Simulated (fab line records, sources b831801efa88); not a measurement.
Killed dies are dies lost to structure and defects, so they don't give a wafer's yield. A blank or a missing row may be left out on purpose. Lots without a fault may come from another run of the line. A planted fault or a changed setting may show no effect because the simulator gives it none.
A struck lot beside a sound one | flow gf180mcu | 14 steps out of a route of 602
Sound: wafers L241.3, L241.4, L241.5. Struck: wafers L237.4, L237.5, L237.6. The cause comes at the end.
At each step with rows: each side's tool, then ch and its chambers, then its first start. Under that, the readings that differ: sound wafers | struck wafers | difference of the means | sigmas: that difference in standard deviations of wafers without a fault.
alike: readings whose means differ by less than 2 such deviations, and words and numbers that are the same on both sides. not compared: withheld readings, readings that some wafer has no value for, bounds like >300 that may hide the same value, and numbers for which the record gives no deviation and whose values overlap.
The two part at a step that has a row with sigmas, a row that says differs or no value, or rows on one side only. Numbers that don't overlap but have no deviation are shown without sigmas and don't part them. A reading that every wafer of one side lacks parts them only if that side has two wafers or more.

first, 1 step without rows for these wafers: GF_V4_CVD_00 (deposits SiO2, target thk 600 nm, time 100 s).
GF_V4_THK_MEAS_01:
  sound on film_metro-01, day 28 08:57; struck on film_metro-02, day 27 05:45
  alike: V4_CVD_00_THK
GF_V4_CVD_02: deposits SiO2 from TEOS, target thk 850 nm, time 94.851 s.
  sound on pecvd-01 ch 0,2, day 28 08:59; struck on pecvd-03 ch 0,1,2, day 27 05:49
  alike: heater_power_w
GF_V4_THK_MEAS_03:
  sound on film_metro-01, day 28 09:05; struck on film_metro-04, day 27 05:53
  alike: V4_CVD_02_THK
GF_V4_CMP_04: polishes SiO2.
  sound on cmp-02 ch 0,1,3, day 28 09:07; struck on cmp-01 ch 1,2, day 27 05:58
  alike: motor_current_A, time_to_endpoint_s
GF_V4_BOW_MEAS_05:
  sound on film_metro-02, day 28 09:28; struck on film_metro-02, day 27 06:16
  alike: V4_BOW
then, 6 steps without rows for these wafers: GF_V4_DEHYDRATE_06 (time 60 s); GF_V4_HMDS_07 (prime time 60 s); GF_V4_COAT_08; GF_V4_COAT_09 (resist thk 1000 nm); GF_V4_SOFTBAKE_10 (time 60 s); GF_V4_EXPOSE_11 (exposes mask Via4, target cd 260 nm).
GF_V4_PEB_12: peb time 90 s.
  sound on litho_track-01 ch 0, day 29 04:43; struck on litho_track-04, day 28 02:12
  no value came back on the struck wafers for chill_plate_temp_C (C), exhaust_pa (Pa), peb_time_s (s); on the sound wafers chill_plate_temp_C (C) reads 23.08 22.86 23.16
then, 1 step without rows for these wafers: GF_V4_DEVELOP_13 (develop time 60 s).

WHERE THEY PART
Only at GF_V4_PEB_12, within this record.

WHY: what the simulator had put in
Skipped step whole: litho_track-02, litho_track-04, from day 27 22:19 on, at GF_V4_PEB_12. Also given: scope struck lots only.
